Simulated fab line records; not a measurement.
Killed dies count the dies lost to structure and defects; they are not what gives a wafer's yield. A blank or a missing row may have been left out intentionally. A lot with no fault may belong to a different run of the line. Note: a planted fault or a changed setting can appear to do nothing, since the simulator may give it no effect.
Split-lot experiment    flow sfq_line    route with 325 steps; 5 lots, 23 wafers read

## THE SPLIT ITSELF
At SFQ_TRILAYER_R5_ETCH_METAL_ETCH_139 (etches the open film in Cl2, stops on SiO2, target depth 60 nm, time 40 s), the setting icp_w was moved away from the recipe's 600 W on 5 of the 23 wafers read, by -9.1% to -8.2%. This setting was run at the recipe's value on the other wafers.

Reading taken at the split's own step.

## THE READING
oes_product_au, in a.u., at SFQ_TRILAYER_R5_ETCH_METAL_ETCH_139 (etches the open film in Cl2, stops on SiO2, target depth 60 nm, time 40 s). On this fab line, fault-free wafers typically give 0.990 a.u. with a standard deviation of 0.0061 a.u.

wafer   tool, chamber at the split  icp_w as run, W  against the recipe  oes_product_au, a.u.  against lot-mates on the recipe
L074.1  rie_metal-01, 1             600              recipe              0.990                 -
L074.2  rie_metal-01, 0             600              recipe              0.991                 -
L074.3  rie_metal-01, 0             600              recipe              0.991                 -
L074.4  rie_metal-01, 1             545.4            -9.1%               0.965                 -0.026
L074.5  rie_metal-01, 1             545.4            -9.1%               0.959                 -0.032
L075.1  rie_metal-03, 1             550.7            -8.2%               0.946                 -0.044
L075.2  rie_metal-03, 0             550.7            -8.2%               0.966                 -0.024
L075.3  rie_metal-03, 1             600              recipe              0.994                 -
L075.4  rie_metal-03, 0             550.7            -8.2%               0.958                 -0.032
L075.6  rie_metal-03, 1             600              recipe              0.987                 -
L076.3  rie_metal-04, 0             600              recipe              0.990                 -
L076.4  rie_metal-04, 1             600              recipe              0.988                 -
L076.6  rie_metal-04, 1             600              recipe              0.982                 -
L081.1  rie_metal-01, 0             600              recipe              0.974                 -
L081.2  rie_metal-01, 1             600              recipe              0.987                 -
L081.3  rie_metal-01, 0             600              recipe              0.991                 -
L081.4  rie_metal-01, 1             600              recipe              0.986                 -
L081.6  rie_metal-01, 1             600              recipe              0.988                 -
L084.1  rie_metal-04, 0             600              recipe              0.997                 -
L084.2  rie_metal-04, 1             600              recipe              0.991                 -
L084.3  rie_metal-04, 0             600              recipe              0.986                 -
L084.4  rie_metal-04, 1             600              recipe              0.990                 -
L084.5  rie_metal-04, 1             600              recipe              0.981                 -

FIT RESULTS
A straight line over all 23 wafers: oes_product_au changes by +0.00338 a.u. for each +1% of icp_w; r = +0.90; the points scatter about the line by 0.006 a.u.
The same after taking each lot's own level away (the mean of its wafers on the recipe; 23 wafers): +0.00368 a.u. for each +1%; r = +0.92; scatter 0.0057 a.u.
Per that fit: largest icp_w move, reading shift of 0.033 a.u.
The span of the lots' own levels, 0.9852 to 0.9907 a.u., comes to 0.9 times the standard deviation stated above.
The two slopes are in agreement: the lot-to-lot level therefore moves the slope only a little.
Check: for one of the wafers moved furthest among these (-9.1%), held out of the fit, the line's prediction against its lot-mates is -0.0358 a.u. It came out at -0.0257 a.u. against them.
Tool readings at the split's step, against how far the setting was moved: oes_product_au r = +0.90.

## THE OTHER SPLITS THESE WAFERS WENT THROUGH
Note: prior to the reading, these wafers also went through further splits. Each is held against what the fit with the lots' levels taken away leaves over:
other split on the same wafers                       wafers away from the commonest value  r with oes_product_au (lot level and that fit taken away)
SFQ_TRILAYER_JJ_CE_BARC_OPEN_RIE_150 pressure_mtorr  10                                    -0.15
SFQ_TRILAYER_M5_LITHO_EXPOSE_124 dose_mj             11                                    +0.17
SFQ_TRILAYER_M5_BARC_OPEN_METAL_ETCH_161 icp_w       11                                    +0.02
SFQ_TRILAYER_R5_LITHO_COAT_141 resist_thk_nm         10                                    +0.26

## THE WHOLE CHAIN: every reading that the file lists as answering this split, in the file's order
step                                 what it does                                                               reading                                                               change (the file's fit)                    r (the file's)
SFQ_TRILAYER_R5_ETCH_METAL_ETCH_139  etches the open film in Cl2, stops on SiO2, target depth 60 nm, time 40 s  oes_product_au                                                        +0.00359 a.u. for each +1% of the setting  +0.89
SFQ_TRILAYER_R5_ETCH_METAL_ETCH_139  etches the open film in Cl2, stops on SiO2, target depth 60 nm, time 40 s  R5.feature_depth_nm (the simulator's own value, which no gauge read)  +0.41 nm for each +1% of the setting       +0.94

## FILE'S OWN FIT
oes_product_au changes by +0.00359 a.u. for each +1% of icp_w, r = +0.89.
